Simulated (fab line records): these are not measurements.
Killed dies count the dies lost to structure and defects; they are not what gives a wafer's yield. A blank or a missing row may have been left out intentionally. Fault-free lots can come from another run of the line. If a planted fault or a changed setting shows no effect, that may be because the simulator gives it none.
A lot that was struck, set against a sound lot    flow sky130    31 steps out of a route of 708
Sound: wafers L515.1, L515.3, L515.6. The struck wafers were L533.3, L533.4, L533.5. The cause is given at the end.
Per side, at each step with rows, come the tool, then ch with its chambers, and then its first start. Under that, the readings that differ: sound wafers    struck wafers    difference of the means    sigmas: that difference in standard deviations of wafers without a fault.
alike: same words and numbers on both sides, and readings whose means sit less than 2 such deviations apart. not compared: any withheld reading, any reading some wafer has no value for, any bound like >300 that may hide the same value, and any number with overlapping values for which the record gives no deviation.
Wherever a step has rows on one side only, a row that says differs or no value, or a row with sigmas, the two part there. Numbers that have no deviation but don't overlap get no sigmas and don't part them. Lack of a reading on every wafer of one side parts them only where that side has two or more wafers.

first, 6 steps without rows for these wafers: SKY_SONOS_TUNNEL_HMDS_01 (prime time 60 s); SKY_SONOS_TUNNEL_COAT_02 (resist thk 1140 nm); SKY_SONOS_TUNNEL_SOFTBAKE_03 (time 60 s); SKY_SONOS_TUNNEL_EXPOSE_04 (exposes mask TUNM, target cd 410 nm); SKY_SONOS_TUNNEL_PEB_05; SKY_SONOS_TUNNEL_DEVELOP_06 (develop time 60 s).
SKY_SONOS_TUNNEL_CD_MEAS_07: target cd 410 nm.
  sound: cdSem-01 at day 12 08:28; struck: cdSem-01 at day 18 21:04
  alike: cdNm
SKY_SONOS_TUNNEL_OVL_MEAS_08:
  sound: overlay-02 at day 12 08:35; struck: overlay-01 at day 18 21:09
  alike: SONOS_TUNNEL_OVL
then, 3 steps without rows for these wafers: SKY_SONOS_TUNNEL_IMPLANT_09; SKY_SONOS_TUNNEL_WET_ETCH_10 (etches SiO2 in dHF, target depth 14 nm, time 280 s); SKY_SONOS_TUNNEL_STRIP_11 (strips in SPM, time 600 s).
SKY_SONOS_TUNNEL_TW_MEAS_12:
  sound: filmMetro-01 at day 12 09:02; struck: filmMetro-02 at day 18 21:37
  alike: SONOS_TUNNEL_TW
SKY_SONOS_TUNNEL_CLEAN_13: cleans in dHF, time 20 s.
  sound on wetBench-04 ch 3, day 12 09:05; struck on wetBench-02 ch 1, day 18 21:39
reading                                      sound            struck             difference  sigmas
runLengthS (s)                               47.0 47.0 47.0   33.8 33.8 33.8     -13.2       -6
model.SiO2_of_NWELL_OXIDATION_01.thkNm (nm)  8.69 8.773 8.81  9.348 9.482 9.379  +0.645      
then, 1 step without rows for these wafers: SKY_SONOS_ONO_OXIDATION_00 (stabilise 600 s, purge 300 s, target thk 2.6 nm).
SKY_SONOS_ONO_THK_MEAS_01:
  sound: filmMetro-02 at day 12 11:12; struck: filmMetro-02 at day 18 23:16
  alike: SONOS_ONO_OXIDATION_THK
then, 1 step without rows for these wafers: SKY_SONOS_ONO_CVD_02 (deposits Si3N4 from DCS/NH3, target thk 10.5 nm, time 184.9 s).
SKY_SONOS_ONO_THK_MEAS_03:
  sound: filmMetro-02 at day 12 12:19; struck: filmMetro-03 at day 19 02:35
reading                    sound              struck             difference  sigmas
SONOS_ONO_CVD_02_THK (nm)  10.49 10.61 10.43  10.93 10.92 11.05  +0.46       +3
then, 1 step without rows for these wafers: SKY_SONOS_ONO_CVD_04 (deposits SiO2 from SiH4/N2O, target thk 5.7199 nm).
SKY_SONOS_ONO_THK_MEAS_05:
  sound: filmMetro-02 at day 12 13:37; struck: filmMetro-02 at day 19 03:53
  alike: SONOS_ONO_CVD_04_THK
then, 7 steps without rows for these wafers: SKY_SONOS_ONO_DEHYDRATE_06 (time 60 s); SKY_SONOS_ONO_HMDS_07 (prime time 60 s); SKY_SONOS_ONO_COAT_08 (resist thk 1140 nm); SKY_SONOS_ONO_SOFTBAKE_09 (time 60 s); SKY_SONOS_ONO_EXPOSE_10 (exposes mask ONOM, target cd 410 nm); SKY_SONOS_ONO_PEB_11; SKY_SONOS_ONO_DEVELOP_12 (develop time 60 s).
SKY_SONOS_ONO_CD_MEAS_13: target cd 410 nm.
  sound: cdSem-01 at day 13 14:34; struck: cdSem-01 at day 20 09:25
  alike: cdNm
SKY_SONOS_ONO_OVL_MEAS_14:
  sound: overlay-02 at day 13 14:41; struck: overlay-02 at day 20 09:31
  alike: SONOS_ONO_OVL
SKY_SONOS_ONO_ETCH_15: etches the open film in CHF3/O2, target depth 19.52 nm, time 7.8 s.
  sound on rieDiel-04 ch 2,3, day 13 14:44; struck on rieDiel-02 ch 1,2, day 20 09:32
reading                                      sound             struck            difference  sigmas
model.SiO2_of_NWELL_OXIDATION_01.thkNm (nm)  5.34 5.484 5.472  6.021 6.165 6.09  +0.660      
  alike: biasW, drypumpMotorCurrentA, oesProductAu, throttleValvePct
  not compared: rfHoursCounterH
then, 1 step without rows for these wafers: SKY_SONOS_ONO_WET_ETCH_16 (etches SiO2 in dHF, target depth 14 nm, time 280 s).
-- the record jumps here: 31 days lie between the struck wafers' starts before and after (it left off in module SONOS_ONO and takes up again in module PAD_OPEN, whose first step shown is number 708 of the route) --
SKY_PAD_OPEN_PROBE_99:
  sound: prober-02 at day 46 16:29; struck: prober-01 at day 50 22:11
reading                         sound              struck             difference  sigmas
model.etest.capOno.gateBvV (V)  16.02 16.81 16.27  14.92 15.21 15.45  -1.17       
  alike: killed_at_M0_to_M3, killed_at_M4_up, killedAtContacts, killedAtFrontEnd, killedAtOther, killedDies, killedOpen, killedShort
  not compared: model.etest.sonosBaked.vtLessV

## WHERE THEY PART
Earliest at SKY_SONOS_TUNNEL_CLEAN_13; latest, in this record, at SKY_SONOS_ONO_THK_MEAS_03. Later steps at which nothing parts them and some readings are alike: SKY_SONOS_ONO_THK_MEAS_05, SKY_SONOS_ONO_CD_MEAS_13, SKY_SONOS_ONO_OVL_MEAS_14, SKY_SONOS_ONO_ETCH_15, SKY_PAD_OPEN_PROBE_99.

WHY: whatever the simulator had introduced
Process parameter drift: wetBench-02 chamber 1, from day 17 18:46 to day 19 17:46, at SKY_SONOS_TUNNEL_CLEAN_13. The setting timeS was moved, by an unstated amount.
